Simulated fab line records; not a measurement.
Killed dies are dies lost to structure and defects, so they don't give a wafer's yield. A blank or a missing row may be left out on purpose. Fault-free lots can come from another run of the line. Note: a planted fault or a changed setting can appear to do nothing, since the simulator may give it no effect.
8D (eight disciplines) problem report, filled in by code :: flow sky130 :: the parts of the form that need people (team, actions taken, sign-off) are left out

## 1. WHAT IS WRONG
Across 9 wafers from 3 lots, NWELL_RS at SKY_NWELL_RS_MEAS_29 averages 636.5 ohm/sq, while fault-free wafers read 624.6 ohm/sq with a standard deviation of 1.4. Relative to the usual mean, that is a shift of +8.5 standard deviations.
The step: measures by four-point-probe.
The first sign was on wafer L185.1 at day 6 16:24, on film_metro-04. The record has a number at this step for 39 wafers belonging to 13 lots. The rule behind "out" and "out of limits": a value lying over 4 standard deviations away from the usual mean. The rest of the wafers with a number are treated as sound.

## 2. WHAT IT IS; WHAT IT IS NOT
question: which readings at this step
is: NWELL_RS
is not: -

question: which lots
is: L185, L187, L189
is not: L180, L181, L183, L184, L196, L198, L199, L200, L201, L202

question: which wafers of those lots
is: all that have a number
is not: -

question: read on which gauges
is: film_metro-03, film_metro-04
is not: film_metro-01

question: when
is: from day 6 16:24
is not: up to then (12 sound wafers); but 18 sound wafers of L196, L198, L199, L200, L201, L202 came after

## 3. SUSPECTS, AND WHAT RULES EACH OUT
Counting: any tool at a process step up to the reading is kept as a suspect provided that every lot that is out went through it and no sound lot did after the first of them.
- the gauge at SKY_NWELL_RS_MEAS_29 is ruled out. 2 gauges (film_metro-03, film_metro-04) read the wafers that are out.
- implanter-01 at SKY_NWELL_IMPLANT_13: kept. All lots that are out passed through it, beginning with L185 at day 5 21:10, and no sound lot followed; its final sound lot before that point was L184 at day 5 11:26. On those wafers its own readings are out: dose_ions_cm2, faraday_current_uA.
Remaining after the count: implanter-01 at SKY_NWELL_IMPLANT_13.

## 4. THE CAUSE (what the simulator had put in)
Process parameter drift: implanter-01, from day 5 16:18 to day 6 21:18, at SKY_NWELL_IMPLANT_13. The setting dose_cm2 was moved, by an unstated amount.
Only this tool survived the counting.

## 5. THE CHAIN OF EFFECTS, in route order
One row per reading whose mean, taken over the struck wafers that have a number, lies over 3 standard deviations from the usual. Only readings for which the record gives a usual standard deviation are gone through. hours: the time from each lot's start at the first step in this table that gives one to its start at this step, as a median over the lots. sigmas: the change in usual standard deviations.
hours: 0
step: SKY_NWELL_IMPLANT_13
reading: dose_ions_cm2
usual: 6.999e+11
on struck wafers: 3.556e+11
change: -3.443e+11
sigmas: -99 or more

hours: 0
step: SKY_NWELL_IMPLANT_13
reading: faraday_current_uA
usual: 3.94
on struck wafers: 1.98
change: -1.96
sigmas: -24

hours: 20
step: SKY_NWELL_RS_MEAS_29
reading: NWELL_RS
usual: 624.6 ohm/sq
on struck wafers: 636.5
change: +11.9
sigmas: +8.5
It contains these process steps:
- SKY_NWELL_IMPLANT_13
At these later measuring or inspecting steps, every struck wafer for which the step has a row has a number for every such reading, and none has moved that far: SKY_VIA3_OVL_MEAS_13.

## 6. WHAT WOULD HAVE CAUGHT IT SOONER
The first out-of-limits reading at a measuring or inspecting step in this record came at day 6 16:24, 24 hours after the fault's start at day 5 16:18.
Tool's own readings at SKY_NWELL_IMPLANT_13, dose_ions_cm2, faraday_current_uA: out on all struck wafers the step has rows for; an alarm limit on them would have tripped on the first.
Of the lots that are out (3), L189 began SKY_NWELL_IMPLANT_13 on implanter-01 after day 6 16:24. Putting the tool on hold at that point would have spared it.
